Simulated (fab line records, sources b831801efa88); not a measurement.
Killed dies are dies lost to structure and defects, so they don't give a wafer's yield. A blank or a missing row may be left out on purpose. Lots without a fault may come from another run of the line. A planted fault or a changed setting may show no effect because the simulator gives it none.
A struck lot beside a sound one | flow gf180mcu | 14 steps out of a route of 602
Sound: wafers L311.2, L311.3, L311.6. Struck: wafers L304.3, L304.4, L304.6. The cause comes at the end.
At each step with rows: each side's tool, then ch and its chambers, then its first start. Under that, the readings that differ: sound wafers | struck wafers | difference of the means | sigmas: that difference in standard deviations of wafers without a fault.
alike: readings whose means differ by less than 2 such deviations, and words and numbers that are the same on both sides. not compared: withheld readings, readings that some wafer has no value for, bounds like >300 that may hide the same value, and numbers for which the record gives no deviation and whose values overlap.
The two part at a step that has a row with sigmas, a row that says differs or no value, or rows on one side only. Numbers that don't overlap but have no deviation are shown without sigmas and don't part them. A reading that every wafer of one side lacks parts them only if that side has two wafers or more.

GF_M3_SPUTTER_00: material Ti, target thk 37.5 nm, time 150 s.
  sound on pvd_sputter-02, day 27 13:29; struck on pvd_sputter-04, day 25 09:53
  alike: throttle_valve_pct
GF_M3_SPUTTER_01: material TiN, target thk 30 nm, time 25 s.
  sound on pvd_sputter-02, day 27 13:37; struck on pvd_sputter-04, day 25 09:59
  alike: throttle_valve_pct
GF_M3_SPUTTER_02: material AlCu, target thk 450 nm, time 23.9 s.
  sound on pvd_sputter-02, day 27 13:38; struck on pvd_sputter-04, day 25 10:01
  alike: throttle_valve_pct
GF_M3_SPUTTER_03: material Ti, target thk 10 nm, time 6.7 s.
  sound on pvd_sputter-02, day 27 13:41; struck on pvd_sputter-04, day 25 10:03
  alike: throttle_valve_pct
GF_M3_SPUTTER_04: material TiN, target thk 50 nm, time 41.7 s.
  sound on pvd_sputter-02, day 27 13:42; struck on pvd_sputter-04, day 25 10:04
  alike: throttle_valve_pct
GF_M3_RS_MEAS_05: measures by four-point-probe.
  sound on film_metro-02, day 27 13:46; struck on film_metro-01, day 25 10:09
  alike: M3_ALCU_RS
GF_M3_THK_MEAS_06: measures by xrf.
  sound on film_metro-02, day 27 13:52; struck on film_metro-01, day 25 10:15
  reading          | sound       | struck      | difference | sigmas
  M3_ALCU_THK (nm) | 447 442 442 | 436 433 432 | -10        | -2
then, 5 steps without rows for these wafers: GF_M3_DEHYDRATE_07 (time 60 s); GF_M3_HMDS_08 (prime time 60 s); GF_M3_COAT_09 (resist thk 1000 nm); GF_M3_SOFTBAKE_10 (time 60 s); GF_M3_EXPOSE_11 (exposes mask Metal3, target cd 280 nm).
GF_M3_PEB_12: peb time 90 s.
  sound on litho_track-04 ch 0, day 28 08:52; struck on litho_track-02, day 26 06:41
  no value came back on the struck wafers for chill_plate_temp_C (C), exhaust_pa (Pa); on the sound wafers chill_plate_temp_C (C) reads 23.08 22.88 22.87
then, 1 step without rows for these wafers: GF_M3_DEVELOP_13 (develop time 60 s).

WHERE THEY PART
First at GF_M3_THK_MEAS_06; last, within this record, at GF_M3_PEB_12.

WHY: what the simulator had put in
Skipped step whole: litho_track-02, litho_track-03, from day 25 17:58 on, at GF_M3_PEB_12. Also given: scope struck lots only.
